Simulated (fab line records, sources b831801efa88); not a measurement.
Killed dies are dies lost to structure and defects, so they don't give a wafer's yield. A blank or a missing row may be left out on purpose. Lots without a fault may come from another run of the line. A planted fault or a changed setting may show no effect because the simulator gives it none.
A struck lot beside a sound one | flow sky130 | 43 steps out of a route of 708
Sound: wafers L381.4, L381.5, L381.6. Struck: wafers L394.1, L394.4, L394.5. The cause comes at the end.
At each step with rows: each side's tool, then ch and its chambers, then its first start. Under that, the readings that differ: sound wafers | struck wafers | difference of the means | sigmas: that difference in standard deviations of wafers without a fault.
alike: readings whose means differ by less than 2 such deviations, and words and numbers that are the same on both sides. not compared: withheld readings, readings that some wafer has no value for, bounds like >300 that may hide the same value, and numbers for which the record gives no deviation and whose values overlap.
The two part at a step that has a row with sigmas, a row that says differs or no value, or rows on one side only. Numbers that don't overlap but have no deviation are shown without sigmas and don't part them. A reading that every wafer of one side lacks parts them only if that side has two wafers or more.

first, 1 step without rows for these wafers: SKY_FIELD_ISO_DEVELOP_12 (develop time 60 s).
SKY_FIELD_ISO_CD_MEAS_13: target cd 150 nm.
  sound on cd_sem-01, day 2 19:47; struck on cd_sem-01, day 5 16:07
  alike: cd_nm
SKY_FIELD_ISO_ETCH_14: etches BARC in N2/H2, stops on SiO2, time 45.9 s, target depth 60 nm.
  sound on rie_diel-03 ch 2,3, day 2 19:50; struck on rie_diel-01 ch 1,2, day 5 16:14
  alike: bias_w, drypump_motor_current_A, oes_product_au, throttle_valve_pct
  not compared: rf_hours_counter_h
then, 2 steps without rows for these wafers: SKY_FIELD_ISO_ETCH_15 (etches the open film in CHF3/O2, stops on Si, target depth 180 nm, time 72 s); SKY_FIELD_ISO_STRIP_16 (strips in O2/N2).
SKY_FIELD_ISO_ETCH_17: etches Si in HBr/Cl2/O2, target depth 342 nm, time 97.7 s.
  sound on rie_si-02 ch 0,1, day 2 20:02; struck on rie_si-01 ch 0,1, day 5 16:26
  alike: bias_w, drypump_motor_current_A, oes_product_au, throttle_valve_pct
  not compared: rf_hours_counter_h
then, 5 steps without rows for these wafers: SKY_FIELD_ISO_WET_ETCH_18 (etches Si3N4 in H3PO4, target depth 25 nm, time 286 s); SKY_FIELD_ISO_CLEAN_19 (cleans in SC1/SC2, time 150 s); SKY_FIELD_ISO_CLEAN_20 (cleans in dHF, time 20 s); SKY_FIELD_ISO_WET_ETCH_21 (etches SiO2 in dHF, target depth 20 nm, time 400 s); SKY_FIELD_ISO_OXIDATION_22 (stabilise 600 s, purge 300 s, target thk 10 nm).
SKY_FIELD_ISO_THK_MEAS_23:
  sound on film_metro-02, day 2 22:27; struck on film_metro-02, day 5 18:19
  alike: FIELD_ISO_OXIDATION_01_THK
SKY_FIELD_ISO_CVD_24: deposits SiO2, target thk 595 nm, time 99.2 s.
  sound on hdpcvd-02 ch 0,1,2, day 2 22:31; struck on hdpcvd-02 ch 0,2, day 5 18:23
SKY_FIELD_ISO_THK_MEAS_25:
  sound on film_metro-01, day 2 22:35; struck on film_metro-04, day 5 18:27
  alike: FIELD_ISO_CVD_24_THK
then, 1 step without rows for these wafers: SKY_FIELD_ISO_ANNEAL_26 (time 1800 s).
SKY_FIELD_ISO_CMP_27: polishes, stops on Si3N4, t overpolish 16 s, target thk 457.8 nm.
  sound on cmp-02 ch 0,2,3, day 3 01:34; struck on cmp-02 ch 0,2, day 5 20:52
  alike: motor_current_A, overpolish_run_s, time_to_endpoint_s
then, 5 steps without rows for these wafers: SKY_FIELD_ISO_WET_ETCH_28 (etches SiO2 in dHF, target depth 23.7 nm, time 47 s); SKY_FIELD_ISO_WET_ETCH_29 (etches Si3N4 in H3PO4, target depth 160 nm, time 1825 s); SKY_FIELD_ISO_WET_ETCH_30 (etches SiO2 in dHF, target depth 25 nm, time 50 s); SKY_NWELL_CLEAN_00 (cleans in SC1/SC2, time 150 s); SKY_NWELL_OXIDATION_01 (stabilise 600 s, purge 300 s, target thk 10 nm).
SKY_NWELL_THK_MEAS_02:
  sound on film_metro-03, day 3 03:47; struck on film_metro-03, day 5 23:16
  alike: NWELL_OXIDATION_THK
then, 8 steps without rows for these wafers: SKY_DNWELL_DEHYDRATE_00 (time 60 s); SKY_DNWELL_HMDS_01 (prime time 60 s); SKY_DNWELL_COAT_02 (resist thk 3000 nm); SKY_DNWELL_SOFTBAKE_03; SKY_DNWELL_EXPOSE_04 (exposes mask DNM, target cd 3000 nm); SKY_DNWELL_PEB_05; SKY_DNWELL_DEVELOP_06 (develop time 60 s); SKY_DNWELL_IMPLANT_07.
SKY_DNWELL_STRIP_08: strips in O2/N2.
  sound on plasma_asher-04 ch 0,1, day 3 19:44; struck on plasma_asher-04 ch 0,1, day 6 18:17
  alike: drypump_motor_current_A, o2_flow_sccm, oes_product_au, strip_time_to_endpoint_s
  not compared: rf_hours_counter_h
SKY_DNWELL_TW_MEAS_09:
  sound on film_metro-01, day 3 19:49; struck on film_metro-04, day 6 18:23
  reading   | sound          | struck         | difference | sigmas
  DNWELL_TW | 1124 1114 1113 | 1107 1103 1102 | -13        | -2
then, 7 steps without rows for these wafers: SKY_PWDE_DEHYDRATE_00 (time 60 s); SKY_PWDE_HMDS_01 (prime time 60 s); SKY_PWDE_COAT_02 (resist thk 3000 nm); SKY_PWDE_SOFTBAKE_03; SKY_PWDE_EXPOSE_04 (exposes mask PWDEM, target cd 840 nm); SKY_PWDE_PEB_05; SKY_PWDE_DEVELOP_06 (develop time 60 s).
SKY_PWDE_OVL_MEAS_07:
  sound on overlay-01, day 4 13:04; struck on overlay-02, day 7 14:14
  alike: PWDE_OVL
then, 1 step without rows for these wafers: SKY_PWDE_IMPLANT_08.
SKY_PWDE_STRIP_09: strips in O2/N2.
  sound on plasma_asher-02 ch 0,1, day 4 13:16; struck on plasma_asher-04 ch 0,1, day 7 14:26
  reading                      | sound             | struck            | difference | sigmas
  strip_time_to_endpoint_s (s) | 37.08 37.20 37.10 | 36.88 36.90 36.88 | -0.24      | -2
  alike: drypump_motor_current_A, o2_flow_sccm, oes_product_au
  not compared: rf_hours_counter_h
-- the record jumps here: 42 days lie between the struck wafers' starts before and after (it left off in module PWDE and takes up again in module PAD_OPEN, whose first step shown is number 708 of the route) --
SKY_PAD_OPEN_PROBE_99:
  the record has rows for the struck wafers here (prober-02, day 49 15:56) and none for the sound ones

WHERE THEY PART
First at SKY_DNWELL_TW_MEAS_09; last, within this record, at SKY_PAD_OPEN_PROBE_99.

WHY: what the simulator had put in
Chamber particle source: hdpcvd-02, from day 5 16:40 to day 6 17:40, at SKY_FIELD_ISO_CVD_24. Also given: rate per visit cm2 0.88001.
